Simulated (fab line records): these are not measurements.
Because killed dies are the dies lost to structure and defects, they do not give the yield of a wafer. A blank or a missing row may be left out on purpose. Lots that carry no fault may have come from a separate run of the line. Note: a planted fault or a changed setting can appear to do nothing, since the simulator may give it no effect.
2 desks looking at one fault / flow gf180mcu / every desk sees just its own numbers, and what lay behind them comes last

## DESK OF THE TOOL OWNER: rtp_anneal-01
At GF_SALICIDE_RTA_08 (time 30 s), the tool's own readings, given per lot that ran on this tool as the mean of the sampled wafers with a number. Any lot whose mean is over 4 standard deviations away from the usual mean is out of limits and marked OUT; that distance is given in the brackets.
Columns: A = lamp_power_pct at GF_SALICIDE_RTA_08, usual 16.1 %; B = wafer_temp_C_max at GF_SALICIDE_RTA_08, usual 804.0
lot=L101; first seen here=day 15 06:32; A=14.5; B=804.4
lot=L103; first seen here=day 16 01:34; A=14.5; B=803.8
lot=L106; first seen here=day 16 23:41; A=14.5; B=804.6
lot=L109; first seen here=day 18 05:16; A=14.5; B=804.5
lot=L113; first seen here=day 19 15:04; A=14.5; B=804.2
lot=L117; first seen here=day 20 23:58; A=14.5; B=803.9
lot=L123; first seen here=day 23 00:58; A=10.6; B=706.1 (-99 or more) OUT
lot=L124; first seen here=day 23 08:28; A=10.6; B=706.5 (-99 or more) OUT
This desk's finding: out of limits on L123, L124; first on L123, day 23 00:58 (wafer_temp_C_max at GF_SALICIDE_RTA_08). Within limits: L101, L103, L106, L109, L113, L117.

## METROLOGY DESK
Means of the sampled wafers that have a number, per lot and without regard to the tool the lot ran on: this is what the gauges read. Any lot whose mean is over 4 standard deviations away from the usual mean is out of limits and marked OUT; that distance is given in the brackets.
Columns: A = cd_nm at GF_STI_CD_MEAS_12, usual 220.1 nm
lot=L101; first seen here=day 2 03:45; A=220.6
lot=L102; first seen here=day 2 07:25; A=220.7
lot=L103; first seen here=day 2 11:22; A=219.2
lot=L104; first seen here=day 2 16:13; A=219.1
lot=L106; first seen here=day 3 02:32; A=221.0
lot=L107; first seen here=day 3 09:04; A=220.0
lot=L108; first seen here=day 3 13:33; A=219.0
lot=L109; first seen here=day 3 18:21; A=219.8
lot=L111; first seen here=day 4 04:23; A=220.3
lot=L113; first seen here=day 4 14:46; A=219.4
lot=L117; first seen here=day 5 11:36; A=218.6
lot=L123; first seen here=day 6 19:48; A=220.4
lot=L124; first seen here=day 7 00:13; A=221.6
This desk's verdict: no lot among the 13 shows anything out of limits.

## PUT TOGETHER
On L123, L124, at day 23 00:58, an alarm was possible from the tool owner's desk.
At the metrology desk, nothing out of limits was observed.
The metrology desk has L123, L124 on record, within its limits.
The lots listed all ran GF_SALICIDE_RTA_08 on rtp_anneal-01.

## WHAT THE SIMULATOR HAD PUT IN
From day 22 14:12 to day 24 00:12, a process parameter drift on rtp_anneal-01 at GF_SALICIDE_RTA_08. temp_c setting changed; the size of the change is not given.
Lots struck among those shown: L123, L124.
Delay in hours, fault start to first out-of-limits reading, by desk: the tool owner's desk at 11.
